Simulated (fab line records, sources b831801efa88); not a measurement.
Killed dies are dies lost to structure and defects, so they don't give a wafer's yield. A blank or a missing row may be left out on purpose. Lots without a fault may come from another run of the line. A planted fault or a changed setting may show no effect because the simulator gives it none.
A struck lot beside a sound one | flow sky130 | 43 steps out of a route of 708
Sound: wafers L625.1, L625.2, L625.5. Struck: wafers L631.1, L631.3, L631.4. The cause comes at the end.
At each step with rows: each side's tool, then ch and its chambers, then its first start. Under that, the readings that differ: sound wafers | struck wafers | difference of the means | sigmas: that difference in standard deviations of wafers without a fault.
alike: readings whose means differ by less than 2 such deviations, and words and numbers that are the same on both sides. not compared: withheld readings, readings that some wafer has no value for, bounds like >300 that may hide the same value, and numbers for which the record gives no deviation and whose values overlap.
The two part at a step that has a row with sigmas, a row that says differs or no value, or rows on one side only. Numbers that don't overlap but have no deviation are shown without sigmas and don't part them. A reading that every wafer of one side lacks parts them only if that side has two wafers or more.

first, 1 step without rows for these wafers: SKY_FIELD_ISO_ANNEAL_26 (time 1800 s).
SKY_FIELD_ISO_CMP_27: polishes, stops on Si3N4, t overpolish 16 s, target thk 457.8 nm.
  sound on cmp-02 ch 0,1,3, day 2 18:07; struck on cmp-01 ch 1,2,3, day 3 19:31
  alike: motor_current_A, overpolish_run_s, platen_rpm, time_to_endpoint_s
then, 5 steps without rows for these wafers: SKY_FIELD_ISO_WET_ETCH_28 (etches SiO2 in dHF, target depth 23.7 nm, time 47 s); SKY_FIELD_ISO_WET_ETCH_29 (etches Si3N4 in H3PO4, target depth 160 nm, time 1825 s); SKY_FIELD_ISO_WET_ETCH_30 (etches SiO2 in dHF, target depth 25 nm, time 50 s); SKY_NWELL_CLEAN_00 (cleans in SC1/SC2, time 150 s); SKY_NWELL_OXIDATION_01 (stabilise 600 s, purge 300 s, target thk 10 nm).
SKY_NWELL_THK_MEAS_02:
  sound on film_metro-01, day 2 21:08; struck on film_metro-02, day 3 22:21
  alike: NWELL_OXIDATION_THK
then, 4 steps without rows for these wafers: SKY_DNWELL_DEHYDRATE_00 (time 60 s); SKY_DNWELL_HMDS_01 (prime time 60 s); SKY_DNWELL_COAT_02 (resist thk 3000 nm); SKY_DNWELL_SOFTBAKE_03.
SKY_DNWELL_EXPOSE_04: exposes mask DNM, target cd 3000 nm.
  sound on iline_stepper-01 ch 0, day 3 05:41; struck on iline_stepper-01 ch 0, day 4 05:39
  reading | sound             | struck            | difference | sigmas
  mask    | DNM#0 DNM#0 DNM#0 | NWM#0 NWM#0 NWM#0 | differs    |
then, 3 steps without rows for these wafers: SKY_DNWELL_PEB_05; SKY_DNWELL_DEVELOP_06 (develop time 60 s); SKY_DNWELL_IMPLANT_07.
SKY_DNWELL_STRIP_08: strips in O2/N2.
  sound on plasma_asher-01 ch 0,1, day 3 13:16; struck on plasma_asher-01 ch 0,1, day 4 14:45
  alike: drypump_motor_current_A, n2_flow_sccm, oes_product_au, strip_time_to_endpoint_s
  not compared: rf_hours_counter_h
SKY_DNWELL_TW_MEAS_09:
  sound on film_metro-04, day 3 13:22; struck on film_metro-04, day 4 14:51
  reading   | sound          | struck   | difference | sigmas
  DNWELL_TW | 1124 1131 1127 | 30 30 30 | -1097      | -91
then, 7 steps without rows for these wafers: SKY_PWDE_DEHYDRATE_00 (time 60 s); SKY_PWDE_HMDS_01 (prime time 60 s); SKY_PWDE_COAT_02 (resist thk 3000 nm); SKY_PWDE_SOFTBAKE_03; SKY_PWDE_EXPOSE_04 (exposes mask PWDEM, target cd 840 nm); SKY_PWDE_PEB_05; SKY_PWDE_DEVELOP_06 (develop time 60 s).
SKY_PWDE_OVL_MEAS_07:
  sound on overlay-02, day 4 06:05; struck on overlay-02, day 5 06:50
  alike: PWDE_OVL
then, 1 step without rows for these wafers: SKY_PWDE_IMPLANT_08.
SKY_PWDE_STRIP_09: strips in O2/N2.
  sound on plasma_asher-03 ch 0,1, day 4 06:17; struck on plasma_asher-04 ch 0,1, day 5 07:02
  alike: drypump_motor_current_A, n2_flow_sccm, oes_product_au, strip_time_to_endpoint_s
  not compared: rf_hours_counter_h
SKY_PWDE_TW_MEAS_10:
  sound on film_metro-04, day 4 06:23; struck on film_metro-04, day 5 07:08
  alike: PWDE_TW
then, 7 steps without rows for these wafers: SKY_NWELL_DEHYDRATE_03 (time 60 s); SKY_NWELL_HMDS_04 (prime time 60 s); SKY_NWELL_COAT_05 (resist thk 3000 nm); SKY_NWELL_SOFTBAKE_06; SKY_NWELL_EXPOSE_07 (exposes mask NWM, target cd 840 nm); SKY_NWELL_PEB_08; SKY_NWELL_DEVELOP_09 (develop time 60 s).
SKY_NWELL_OVL_MEAS_10:
  sound on overlay-01, day 4 22:55; struck on overlay-01, day 6 00:29
  alike: NWELL_00_OVL
then, 3 steps without rows for these wafers: SKY_NWELL_IMPLANT_11; SKY_NWELL_IMPLANT_12; SKY_NWELL_IMPLANT_13.
SKY_NWELL_STRIP_14: strips in O2/N2.
  sound on plasma_asher-01 ch 0,1, day 4 23:24; struck on plasma_asher-01 ch 0,1, day 6 00:58
  alike: drypump_motor_current_A, n2_flow_sccm, oes_product_au, strip_time_to_endpoint_s
  not compared: rf_hours_counter_h
SKY_NWELL_TW_MEAS_15:
  sound on film_metro-04, day 4 23:30; struck on film_metro-01, day 6 01:04
  reading  | sound          | struck         | difference | sigmas
  NWELL_TW | 1845 1836 1845 | 1935 1937 1921 | +89        | +5
-- the record jumps here: 42 days lie between the struck wafers' starts before and after (it left off in module NWELL and takes up again in module PAD_OPEN, whose first step shown is number 708 of the route) --
SKY_PAD_OPEN_PROBE_99:
  the record has rows for the struck wafers here (prober-01, day 47 14:04) and none for the sound ones

WHERE THEY PART
First at SKY_DNWELL_EXPOSE_04; last, within this record, at SKY_PAD_OPEN_PROBE_99.

WHY: what the simulator had put in
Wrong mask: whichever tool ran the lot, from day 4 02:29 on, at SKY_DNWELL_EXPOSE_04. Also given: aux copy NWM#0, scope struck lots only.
